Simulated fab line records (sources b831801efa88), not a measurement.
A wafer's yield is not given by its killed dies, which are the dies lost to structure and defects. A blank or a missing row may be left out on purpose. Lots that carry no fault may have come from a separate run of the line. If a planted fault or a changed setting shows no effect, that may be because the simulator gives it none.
fab line records -- flow sky130
record: lots: 7, wafers: 21, last_day: 50
route steps=708 shown VT_ADJUST_LVTN@111 VT_ADJUST_NCORE@119 PAD_OPEN@708
lots that met no fault: taken from a fault-free run of the same line
start_h: hours from the record's first day to the start of the lot's first wafer shown -- wait_h: time in hours since the lot's previous step -- " identical to the entry in the row above -- L1.1+2: a single row standing in for several wafers -- - no value, or no start given -- * or withheld: withheld -- < > ~ a bound
route shown NAME@n: names a module that has steps shown in the file, with the first one's number in the route -- usual: mean/standard deviation of fault-free wafers -- same: alike in all rows -- chamber/n: place in a boat -- sites: the reading at each site -- _std_site: the standard deviation of these -- _edge_site: outer sites' mean less inner sites' -- radius_mm: how far each site lies from the wafer's centre -- mask NAME#n: copy n -- behind: the most recent tool/chamber to have shaped the wafer -- hold: reason for holding the lot/hours on hold/outcome of the hold -- device: which transistor (n, p or np) failed to switch -- end of line: the route-end tests of the same wafers -- for a step that has no rows: nothing shown but its recipe -- killed: at the first sort, the dies lost to defects and structure; wafer yield is something else -- map: the dies of a wafer, with x for killed, . for not killed, _ for no die there
set.NAME: the setting that was run; set.NAME@STEP: the one run at that earlier step -- model.NAME: the simulator's own value behind a step, which no gauge read
certain route steps with their lots: each step a table, each wafer a row
services: from which hour (start_h, from the record's first day; less than 0 if before it) a tool's chamber was out of use, for how many hours, and why
== steps ==
step: SKY_VT_ADJUST_LVTN_SOFTBAKE_14
recipe: temp_c: 90, time_s: 60, resist: NOVOLAK
step: SKY_VT_ADJUST_LVTN_EXPOSE_15
recipe: mask_id: HVN_STD_DERIVED, na: 0.6, source_shape: conventional, sigma_outer: 0.6, polarization: unpolarized, target_cd_nm: 600, dose_mj: 163
step: SKY_VT_ADJUST_LVTN_PEB_16
recipe: temp_c: withheld, time_s: *, resist: NOVOLAK
step: SKY_VT_ADJUST_LVTN_DEVELOP_17
recipe: resist: NOVOLAK, developer: TMAH, develop_time_s: 60, dev_temp_c: 23
step: SKY_VT_ADJUST_LVTN_OVL_MEAS_18
usual: VT_ADJUST_LVTN_01_OVL: -0.3/1.4
lot.wafer,tool,chamber,start_h,wait_h,VT_ADJUST_LVTN_01_OVL[nm]
L399.4,overlay-01,-,156.21,0.1,0.1
L399.5,overlay-01,-,156.21,0.1,-0.8
L399.6,overlay-01,-,156.21,0.1,-0.4
L403.1,overlay-02,-,183.58,0.1,0.3
L403.3,overlay-02,-,183.58,0.1,0.0
L403.5,overlay-02,-,183.58,0.1,0.5
L406.2,overlay-01,-,210.94,0.1,-2.4
L406.3,overlay-01,-,210.94,0.1,-2.3
L406.6,overlay-01,-,210.94,0.1,-1.6
L407.2,overlay-01,-,212.55,0.1,2.1
L407.3,overlay-01,-,212.55,0.1,-1.1
L407.4,overlay-01,-,212.55,0.1,-1.6
L408.2,overlay-02,-,218.50,0.1,-0.7
L408.3,overlay-02,-,218.50,0.1,-1.5
L408.6,overlay-02,-,218.50,0.1,-0.4
L415.3,overlay-01,-,271.67,0.1,1.7
L415.4,overlay-01,-,271.67,0.1,1.2
L415.6,overlay-01,-,271.67,0.1,0.9
L421.3,overlay-01,-,312.54,0.1,-0.1
L421.4,overlay-01,-,312.54,0.1,0.8
L421.6,overlay-01,-,312.54,0.1,-0.8
step: SKY_VT_ADJUST_LVTN_IMPLANT_19
recipe: species: B, energy_kev: 30, dose_cm2: 6.5e+11, tilt_deg: withheld
step: SKY_VT_ADJUST_LVTN_STRIP_20
recipe: chemistry: O2/N2, power_w: 1400, pressure_mtorr: 1500, platen_temp_c: withheld, o2_flow_sccm: 3000, n2_flow_sccm: 300, overash_fraction: 0.5
usual: chamber_pressure_mTorr: 1500.1/1.4, drypump_motor_current_A: 5.8/0.61, oes_product_au: 0.716/0.0044, strip_time_to_endpoint_s: 14.19/0.05
lot.wafer,tool,chamber,start_h,wait_h,chamber_pressure_mTorr,drypump_motor_current_A,oes_product_au,rf_hours_counter_h,strip_time_to_endpoint_s
L399.4,plasma_asher-01,1,156.41,0.1,1499.8,6.5,0.718,-,14.21
L399.5,plasma_asher-01,0,156.41,0.1,1500.1,5.4,0.720,-,14.23
L399.6,plasma_asher-01,1,156.41,0.1,1501.3,6.6,0.709,-,14.21
L403.1,plasma_asher-03,0,183.77,0.1,1499.2,5.2,0.711,7,14.26
L403.3,plasma_asher-03,0,183.77,0.1,1498.3,5.2,0.715,-,14.22
L403.5,plasma_asher-03,0,183.77,0.1,1499.4,5.2,0.718,-,14.24
L406.2,plasma_asher-01,1,211.12,0.1,1499.9,6.5,0.723,50,14.11
L406.3,plasma_asher-01,0,211.12,0.1,1499.3,5.3,0.717,-,14.07
L406.6,plasma_asher-01,1,211.12,0.1,1499.9,6.5,0.723,-,14.09
L407.2,plasma_asher-03,1,212.73,0.1,1499.7,6.5,0.720,9,14.25
L407.3,plasma_asher-03,1,212.73,0.1,1499.7,6.5,0.715,-,14.26
L407.4,plasma_asher-03,0,212.73,0.1,1497.8,5.2,0.714,-,14.21
L408.2,plasma_asher-03,0,218.68,0.1,1498.5,5.2,0.713,10,14.20
L408.3,plasma_asher-03,0,218.68,0.1,1500.9,5.2,0.711,-,14.23
L408.6,plasma_asher-03,1,218.68,0.1,1499.7,6.5,0.713,-,14.23
L415.3,plasma_asher-04,0,271.88,0.1,1497.4,6.1,0.711,-,14.21
L415.4,plasma_asher-04,1,271.88,0.1,1501.6,5.2,0.717,-,14.24
L415.6,plasma_asher-04,0,271.88,0.1,1498.7,6.1,0.717,-,14.23
L421.3,plasma_asher-01,0,312.75,0.1,1500.4,5.3,0.719,-,14.20
L421.4,plasma_asher-01,1,312.75,0.1,1501.8,6.6,0.711,-,14.24
L421.6,plasma_asher-01,0,312.75,0.1,1499.3,5.3,0.721,-,14.19
step: SKY_VT_ADJUST_LVTN_TW_MEAS_21
usual: VT_ADJUST_LVTN_2_TW: 186.8/1.6
lot.wafer,tool,chamber,start_h,wait_h,VT_ADJUST_LVTN_2_TW
L399.4,film_metro-04,-,156.51,0.1,185.0
L399.5,film_metro-04,-,156.51,0.1,184.4
L399.6,film_metro-04,-,156.51,0.1,184.3
L403.1,film_metro-04,-,183.87,0.1,184.5
L403.3,film_metro-04,-,183.87,0.1,184.2
L403.5,film_metro-04,-,183.87,0.1,184.4
L406.2,film_metro-02,-,211.23,0.1,186.9
L406.3,film_metro-02,-,211.23,0.1,188.5
L406.6,film_metro-02,-,211.23,0.1,188.7
L407.2,film_metro-01,-,212.84,0.1,189.8
L407.3,film_metro-01,-,212.84,0.1,189.3
L407.4,film_metro-01,-,212.84,0.1,189.0
L408.2,film_metro-01,-,218.79,0.1,188.0
L408.3,film_metro-01,-,218.79,0.1,187.3
L408.6,film_metro-01,-,218.79,0.1,187.6
L415.3,film_metro-04,-,271.96,0.1,187.0
L415.4,film_metro-04,-,271.96,0.1,186.7
L415.6,film_metro-04,-,271.96,0.1,186.9
L421.3,film_metro-04,-,312.83,0.1,186.0
L421.4,film_metro-04,-,312.83,0.1,186.0
L421.6,film_metro-04,-,312.83,0.1,186.3
step: SKY_VT_ADJUST_NCORE_DEHYDRATE_00
recipe: temp_c: 200, time_s: 60
step: SKY_VT_ADJUST_NCORE_HMDS_01
recipe: prime_time_s: 60, prime_temp_c: 120
step: SKY_VT_ADJUST_NCORE_COAT_02
recipe: resist: NOVOLAK, spin_rpm: 3000, resist_thk_nm: 1140
step: SKY_VT_ADJUST_NCORE_SOFTBAKE_03
recipe: temp_c: 90, time_s: 60, resist: NOVOLAK
step: SKY_VT_ADJUST_NCORE_EXPOSE_04
recipe: mask_id: LVTN_COMPLEMENT_THIN, na: 0.6, source_shape: conventional, sigma_outer: 0.6, polarization: unpolarized, target_cd_nm: 380, dose_mj: 139
same: na: 0.6
lot.wafer,tool,chamber,start_h,wait_h,mask,model.VT_ADJUST_NCORE.overlay_x_nm
L399.4+5+6,iline_stepper-02,0,167.01,-,LVTN_COMPLEMENT_THIN#0,0.4623
L403.1+3+5,iline_stepper-01,0,194.51,-,LVTN_COMPLEMENT_THIN#0,-0.5466
L406.2+3+6,iline_stepper-02,0,222.65,-,LVTN_COMPLEMENT_THIN#0,102.2
L407.2+3+4,iline_stepper-02,0,224.28,-,LVTN_COMPLEMENT_THIN#0,101.4
L408.2+3+6,iline_stepper-02,0,230.28,-,LVTN_COMPLEMENT_THIN#0,102.3
L415.3+4+6,iline_stepper-01,0,284.07,-,LVTN_COMPLEMENT_THIN#0,-0.601
L421.3+4+6,iline_stepper-01,0,326.40,-,LVTN_COMPLEMENT_THIN#0,-0.6516
step: SKY_VT_ADJUST_NCORE_PEB_05
recipe: temp_c: withheld, time_s: *, resist: NOVOLAK
step: SKY_VT_ADJUST_NCORE_DEVELOP_06
recipe: resist: NOVOLAK, developer: TMAH, develop_time_s: 60, dev_temp_c: 23
step: SKY_VT_ADJUST_NCORE_CD_MEAS_07
recipe: target_cd_nm: 380
usual: cd_nm: 379.6/2.5
lot.wafer,tool,chamber,start_h,wait_h,cd_nm
L399.4,cd_sem-01,-,176.97,0.1,380.6
L399.5,cd_sem-01,-,176.97,0.1,380.5
L399.6,cd_sem-01,-,176.97,0.1,380.2
L403.1,cd_sem-01,-,205.03,0.1,377.3
L403.3,cd_sem-01,-,205.03,0.1,376.8
L403.5,cd_sem-01,-,205.03,0.1,376.8
L406.2,cd_sem-01,-,233.28,0.1,379.0
L406.3,cd_sem-01,-,233.28,0.1,377.6
L406.6,cd_sem-01,-,233.28,0.1,378.8
L407.2,cd_sem-01,-,234.65,0.1,379.1
L407.3,cd_sem-01,-,234.65,0.1,380.1
L407.4,cd_sem-01,-,234.65,0.1,379.4
L408.2,cd_sem-01,-,241.60,0.1,376.7
L408.3,cd_sem-01,-,241.60,0.1,380.5
L408.6,cd_sem-01,-,241.60,0.1,379.7
L415.3,cd_sem-01,-,296.42,0.1,375.8
L415.4,cd_sem-01,-,296.42,0.1,375.5
L415.6,cd_sem-01,-,296.42,0.1,376.0
L421.3,cd_sem-01,-,339.77,0.1,380.9
L421.4,cd_sem-01,-,339.77,0.1,383.2
L421.6,cd_sem-01,-,339.77,0.1,382.2
step: SKY_VT_ADJUST_NCORE_OVL_MEAS_08
usual: VT_ADJUST_NCORE_OVL: 0.0/1.2
lot.wafer,tool,chamber,start_h,wait_h,VT_ADJUST_NCORE_OVL[nm]
L399.4,overlay-02,-,177.05,0.1,-1.5
L399.5,overlay-02,-,177.05,0.1,0.7
L399.6,overlay-02,-,177.05,0.1,1.9
L403.1,overlay-02,-,205.15,0.1,-1.1
L403.3,overlay-02,-,205.15,0.1,0.0
L403.5,overlay-02,-,205.15,0.1,1.8
L406.2,overlay-02,-,233.38,0.1,101.9
L406.3,overlay-02,-,233.38,0.1,100.3
L406.6,overlay-02,-,233.38,0.1,101.6
L407.2,overlay-02,-,234.75,0.1,100.9
L407.3,overlay-02,-,234.75,0.1,100.8
L407.4,overlay-02,-,234.75,0.1,99.0
L408.2,overlay-01,-,241.70,0.1,103.4
L408.3,overlay-01,-,241.70,0.1,104.6
L408.6,overlay-01,-,241.70,0.1,104.8
L415.3,overlay-02,-,296.51,0.1,0.6
L415.4,overlay-02,-,296.51,0.1,-1.5
L415.6,overlay-02,-,296.51,0.1,-1.1
L421.3,overlay-01,-,339.86,0.1,1.0
L421.4,overlay-01,-,339.86,0.1,-0.8
L421.6,overlay-01,-,339.86,0.1,-0.9
step: SKY_VT_ADJUST_NCORE_IMPLANT_09
recipe: species: B, energy_kev: 10, dose_cm2: 2.4e+12, tilt_deg: withheld
step: SKY_PAD_OPEN_PROBE_99
usual: killed_at_M0_to_M3: 43/7.2, killed_at_M4_up: 3.3/1.8, killed_at_contacts: 23/5.5, killed_at_front_end: 16/5.1, killed_at_other: 0.4/0.65, killed_dies: 85/10, killed_open: 46/7.1, killed_short: 38/7.2
same: gross_dies: 492, killed_at_back_side: 0
lot.wafer,tool,chamber,start_h,wait_h,killed_at_M0_to_M3,killed_at_M4_up,killed_at_contacts,killed_at_front_end,killed_at_other,killed_dies,killed_open,killed_short,model.etest.sram_nfet_pass.vt_sat_v
L399.4,prober-02,-,1068.73,0.2,31,6,26,23,0,86,53,33,0.5625
L399.5,prober-02,-,1068.78,0.2,45,2,25,14,1,87,41,46,0.55
L399.6,prober-02,-,1068.83,0.2,43,4,26,16,1,90,49,40,0.5997
L403.1,prober-01,-,1107.75,0.1,48,6,24,10,0,88,55,33,0.5632
L403.3,prober-01,-,1107.85,0.2,38,5,26,27,0,96,45,50,0.5852
L403.5,prober-01,-,1107.95,0.2,50,1,32,22,3,108,65,41,0.586
L406.2,prober-02,-,1117.93,0.1,45,2,19,21,0,87,42,43,0.5569
L406.3,prober-02,-,1117.98,0.2,45,2,16,11,0,74,45,29,0.5392
L406.6,prober-02,-,1118.13,0.2,43,2,28,10,0,83,41,41,0.5371
L407.2,prober-01,-,1118.38,0.1,40,6,23,19,0,88,44,44,0.5583
L407.3,prober-01,-,1118.43,0.2,47,1,21,13,1,83,49,34,0.5649
L407.4,prober-01,-,1118.48,0.2,41,6,24,18,1,90,60,29,0.5354
L408.2,prober-02,-,1123.03,0.1,44,4,28,14,0,90,49,39,0.5553
L408.3,prober-02,-,1123.08,0.2,41,3,17,25,1,87,42,41,0.5454
L408.6,prober-02,-,1123.23,0.2,63,6,27,16,0,112,52,59,0.5406
L415.3,prober-01,-,1165.63,0.2,44,5,27,8,0,84,56,28,0.5981
L415.4,prober-01,-,1165.68,0.2,38,5,18,7,1,69,43,25,0.609
L415.6,prober-01,-,1165.78,0.2,54,1,25,10,0,90,54,35,0.5982
L421.3,prober-01,-,1191.86,0.2,34,4,31,17,0,86,38,48,0.5826
L421.4,prober-01,-,1191.91,0.2,26,1,38,14,0,79,47,32,0.5732
L421.6,prober-01,-,1192.01,0.2,47,3,28,17,0,95,48,47,0.5832
killed by level:class
L399.4 LI_CONTACT:geometric_particle:open=11 POLY_GATE:geometric_particle:open=8 VIA2:geometric_particle:open=7 CONTACT:geometric_particle:open=6 VIA3:geometric_particle:open=5 FIELD_ISO:geometric_particle:open=4 FIELD_ISO:geometric_particle:short=4 LOCAL_INTERCONNECT:geometric_particle:short=4
L399.5 CONTACT:geometric_particle:open=10 CONTACT:geometric_particle:short=9 METAL1:geometric_particle:short=8 VIA3:geometric_particle:open=8 VIA1:geometric_particle:open=7 FIELD_ISO:geometric_particle:short=5 VIA1:geometric_particle:short=5 VIA3:geometric_particle:short=5
L399.6 VIA1:geometric_particle:open=12 LI_CONTACT:geometric_particle:open=7 CONTACT:geometric_particle:open=7 VIA3:geometric_particle:open=6 METAL1:geometric_particle:short=5 VIA2:geometric_particle:short=5 FIELD_ISO:geometric_particle:open=4 LI_CONTACT:geometric_particle:short=4
L403.1 VIA1:geometric_particle:open=17 VIA3:geometric_particle:open=11 CONTACT:geometric_particle:open=11 CONTACT:geometric_particle:short=6 METAL2:geometric_particle:short=6 VIA1:geometric_particle:short=5 LI_CONTACT:geometric_particle:open=4 METAL4:geometric_particle:short=4
L403.3 CONTACT:geometric_particle:open=12 FIELD_ISO:geometric_particle:short=9 VIA1:geometric_particle:open=9 POLY_GATE:geometric_particle:short=6 VIA2:geometric_particle:open=6 LI_CONTACT:geometric_particle:open=5 METAL2:geometric_particle:short=5 VIA2:geometric_particle:short=5
L403.5 VIA1:geometric_particle:open=14 VIA2:geometric_particle:open=13 CONTACT:geometric_particle:open=12 POLY_GATE:geometric_particle:open=8 VIA1:geometric_particle:short=8 CONTACT:geometric_particle:short=7 LI_CONTACT:geometric_particle:open=6 LOCAL_INTERCONNECT:geometric_particle:short=5
L406.2 VIA1:geometric_particle:open=12 METAL3:geometric_particle:short=8 CONTACT:geometric_particle:open=7 VIA3:geometric_particle:open=7 METAL2:geometric_particle:short=5 POLY_GATE:geometric_particle:open=4 POLY_GATE:geometric_particle:short=4 LOCAL_INTERCONNECT:geometric_particle:short=4
L406.3 VIA1:geometric_particle:open=13 VIA3:geometric_particle:open=8 POLY_GATE:geometric_particle:open=6 CONTACT:geometric_particle:open=5 VIA1:geometric_particle:short=5 VIA2:geometric_particle:open=4 METAL1:geometric_particle:short=4 VIA3:geometric_particle:short=4
L406.6 VIA1:geometric_particle:open=8 VIA3:geometric_particle:open=7 CONTACT:geometric_particle:open=7 CONTACT:geometric_particle:short=6 LOCAL_INTERCONNECT:geometric_particle:short=6 VIA2:geometric_particle:open=6 LI_CONTACT:geometric_particle:open=5 LI_CONTACT:geometric_particle:short=4
L407.2 METAL1:geometric_particle:short=9 VIA1:geometric_particle:open=8 POLY_GATE:geometric_particle:short=7 CONTACT:geometric_particle:short=7 CONTACT:geometric_particle:open=7 LI_CONTACT:geometric_particle:open=5 VIA2:geometric_particle:open=5 FIELD_ISO:geometric_particle:open=4
L407.3 VIA1:geometric_particle:open=14 CONTACT:geometric_particle:open=10 CONTACT:geometric_particle:short=7 POLY_GATE:geometric_particle:open=6 VIA2:geometric_particle:open=6 VIA3:geometric_particle:open=6 METAL1:geometric_particle:short=4 VIA1:geometric_particle:short=4
L407.4 CONTACT:geometric_particle:open=13 VIA1:geometric_particle:open=11 POLY_GATE:geometric_particle:open=6 VIA2:geometric_particle:open=6 POLY_GATE:geometric_particle:short=5 LI_CONTACT:geometric_particle:open=5 VIA3:geometric_particle:open=5 CONTACT:geometric_particle:short=4
L408.2 VIA1:geometric_particle:open=11 VIA2:geometric_particle:open=9 CONTACT:geometric_particle:open=9 METAL2:geometric_particle:short=9 LI_CONTACT:geometric_particle:open=8 POLY_GATE:geometric_particle:short=6 LOCAL_INTERCONNECT:geometric_particle:short=4 CONTACT:geometric_particle:short=4
L408.3 CONTACT:geometric_particle:open=10 METAL2:geometric_particle:short=8 VIA1:geometric_particle:short=6 VIA1:geometric_particle:open=6 FIELD_ISO:geometric_particle:short=5 VIA3:geometric_particle:open=5 FIELD_ISO:geometric_particle:open=4 POLY_GATE:geometric_particle:short=4
L408.6 LI_CONTACT:geometric_particle:open=12 VIA3:geometric_particle:open=11 METAL1:geometric_particle:short=9 METAL2:geometric_particle:short=8 VIA1:geometric_particle:open=7 CONTACT:geometric_particle:short=7 VIA2:geometric_particle:open=7 VIA3:geometric_particle:short=5
L415.3 CONTACT:geometric_particle:open=13 VIA2:geometric_particle:open=10 VIA1:geometric_particle:open=9 VIA1:geometric_particle:short=7 LI_CONTACT:geometric_particle:open=4 CONTACT:geometric_particle:short=4 VIA3:geometric_particle:open=4 POLY_GATE:geometric_particle:open=3
L415.4 VIA1:geometric_particle:open=10 CONTACT:geometric_particle:open=7 VIA2:geometric_particle:open=5 VIA1:geometric_particle:short=4 METAL2:geometric_particle:open=4 VIA3:geometric_particle:open=4 POLY_GATE:geometric_particle:open=3 LI_CONTACT:geometric_particle:open=3
L415.6 VIA1:geometric_particle:open=18 CONTACT:geometric_particle:open=8 VIA3:geometric_particle:open=8 CONTACT:geometric_particle:short=6 VIA2:geometric_particle:open=6 METAL2:geometric_particle:short=6 LI_CONTACT:geometric_particle:open=5 METAL1:geometric_particle:short=4
L421.3 CONTACT:geometric_particle:open=10 LI_CONTACT:geometric_particle:short=7 VIA3:geometric_particle:open=7 CONTACT:geometric_particle:short=6 METAL2:geometric_particle:short=6 POLY_GATE:geometric_particle:short=5 VIA1:geometric_particle:open=5 POLY_GATE:geometric_particle:open=4
L421.4 CONTACT:geometric_particle:open=15 LI_CONTACT:geometric_particle:open=12 POLY_GATE:geometric_particle:short=6 LOCAL_INTERCONNECT:geometric_particle:short=5 VIA1:geometric_particle:open=4 VIA1:geometric_particle:short=4 METAL2:geometric_particle:short=4 POLY_GATE:geometric_particle:open=3
L421.6 CONTACT:geometric_particle:open=10 VIA1:geometric_particle:open=10 METAL1:geometric_particle:short=9 POLY_GATE:geometric_particle:open=7 LI_CONTACT:geometric_particle:open=7 FIELD_ISO:geometric_particle:short=4 LI_CONTACT:geometric_particle:short=4 VIA3:geometric_particle:short=4
== services ==
tool,chamber,start_h,hours,kind
iline_stepper-01,-,138.36,4.0,repair
plasma_asher-03,-,155.63,0.4,repair
iline_stepper-01,0,175.02,-,calibration
plasma_asher-04,-,186.13,0.6,repair
plasma_asher-03,-,187.49,3.5,repair
plasma_asher-03,-,189.19,2.4,repair
plasma_asher-04,-,192.27,1.3,repair
plasma_asher-04,-,197.83,4.3,repair
iline_stepper-02,0,242.17,-,calibration
iline_stepper-01,-,255.76,1.7,pm
iline_stepper-01,-,277.87,2.1,pm
iline_stepper-01,-,279.96,-,consumable_replace:lamp
plasma_asher-03,-,293.51,14.6,pm
plasma_asher-03,-,321.84,15.6,pm
== key ==
first_sign: step: SKY_VT_ADJUST_NCORE_OVL_MEAS_08, reading: VT_ADJUST_NCORE_OVL, direction: up, sigmas: 84, usual: 0.0, struck: 101.9
effect none on later readings
model_effect: step: SKY_VT_ADJUST_NCORE_EXPOSE_04, value: VT_ADJUST_NCORE.overlay_x_nm, without: -0.4902, struck: 102
model_effect: step: SKY_PAD_OPEN_PROBE_99, value: etest.sram_nfet_pass.vt_sat_v, without: 0.5734, struck: 0.5481
met_at SKY_VT_ADJUST_NCORE_EXPOSE_04
struck_wafers L406.2,L406.3,L406.6,L407.2,L407.3,L407.4,L408.2,L408.3,L408.6
tester_left_out L406,L407,L408
onset_between 167.01 222.65
fault: kind: scanner_matching_overlay, tool: iline_stepper-02, chamber: -, onset_h: 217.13, steps: SKY_VT_ADJUST_NCORE_EXPOSE_04, offset: 102.45
tester_left_out: of these lots the tester's yield and bins aren't shown, on N5 and GAA mostly nor the transistor test; their killed dies are dies lost to structure and defects alone, not to doping, threshold or leakage, so they don't give the yield
